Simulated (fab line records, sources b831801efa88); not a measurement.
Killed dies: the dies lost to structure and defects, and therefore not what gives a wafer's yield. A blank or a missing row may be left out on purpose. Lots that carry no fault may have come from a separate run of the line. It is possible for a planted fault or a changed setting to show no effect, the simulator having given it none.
A lot that was struck, set against a sound lot    flow sky130    15 out of 708 route steps
Sound: these wafers, L161.2, L161.3, L161.4. Wafers L173.2, L173.3, L173.4 were the ones struck. The cause is named last.
For every step that has rows: the tool of each side, followed by ch and its chambers, followed by its first start. Under that, the readings that differ: sound wafers    struck wafers    difference of the means    sigmas: that difference in standard deviations of wafers without a fault.
alike: a reading whose means differ by less than 2 such deviations, as well as words and numbers matching on both sides. not compared: withheld readings; readings where some wafer has no value; bounds like >300 that might hide an equal value; numbers whose values overlap and for which the record gives no deviation.
Wherever a step has rows on one side only, a row that says differs or no value, or a row with sigmas, the two part there. When numbers do not overlap yet have no deviation, they are printed without sigmas and do not part them. A reading that every wafer of one side lacks parts them only if that side has two wafers or more.

SKY_DNWELL_TW_MEAS_09:
  sound: film-metro-03 at day 3 13:41; struck: film-metro-04 at day 6 06:34
  alike: DNWELL_TW
then, 7 steps without rows for these wafers: SKY_PWDE_DEHYDRATE_00 (time 60 s); SKY_PWDE_HMDS_01 (prime time 60 s); SKY_PWDE_COAT_02 (resist thk 3000 nm); SKY_PWDE_SOFTBAKE_03; SKY_PWDE_EXPOSE_04 (exposes mask PWDEM, target cd 840 nm); SKY_PWDE_PEB_05; SKY_PWDE_DEVELOP_06 (develop time 58.67 s).
SKY_PWDE_OVL_MEAS_07:
  sound: overlay-01 at day 4 05:58; struck: overlay-02 at day 7 01:18
reading        sound        struck         difference  sigmas
PWDE_OVL (nm)  4.1 3.8 2.1  -0.8 -0.3 0.1  -3.7        -2
after that, 1 step had no rows for these wafers: SKY_PWDE_IMPLANT_08.
SKY_PWDE_STRIP_09: strips in O2/N2.
  sound on plasma-asher-02 ch 0,1, day 4 06:08; struck on plasma-asher-03 ch 0,1, day 7 01:29
  alike: drypump-motor-current-A, oes-product-au, strip-time-to-endpoint-s
  not compared: rf-hours-counter-h
SKY_PWDE_TW_MEAS_10:
  sound: film-metro-03 at day 4 06:15; struck: film-metro-03 at day 7 01:35
  alike: PWDE_TW
SKY_NWELL_DEHYDRATE_03: time 60 s.
  sound on litho-track-01 ch 0, day 4 14:22; struck on litho-track-02 ch 0, day 7 11:20
reading                   sound                 struck                difference  sigmas
heater-power-total-W (W)  160.19 160.25 160.39  163.67 163.71 163.81  +3.45       +29
run-length-s (s)          89.03 89.10 89.15     85.34 85.34 85.48     -3.71       -26
  alike: resist-line-temp-C
then, 2 steps without rows for these wafers: SKY_NWELL_HMDS_04 (prime time 60 s); SKY_PAD_OPEN_PROBE_99.

== WHERE THEY PART ==
Last at SKY_NWELL_DEHYDRATE_03 as far as this record goes, first at SKY_PWDE_OVL_MEAS_07.

WHY: what the simulator had put in
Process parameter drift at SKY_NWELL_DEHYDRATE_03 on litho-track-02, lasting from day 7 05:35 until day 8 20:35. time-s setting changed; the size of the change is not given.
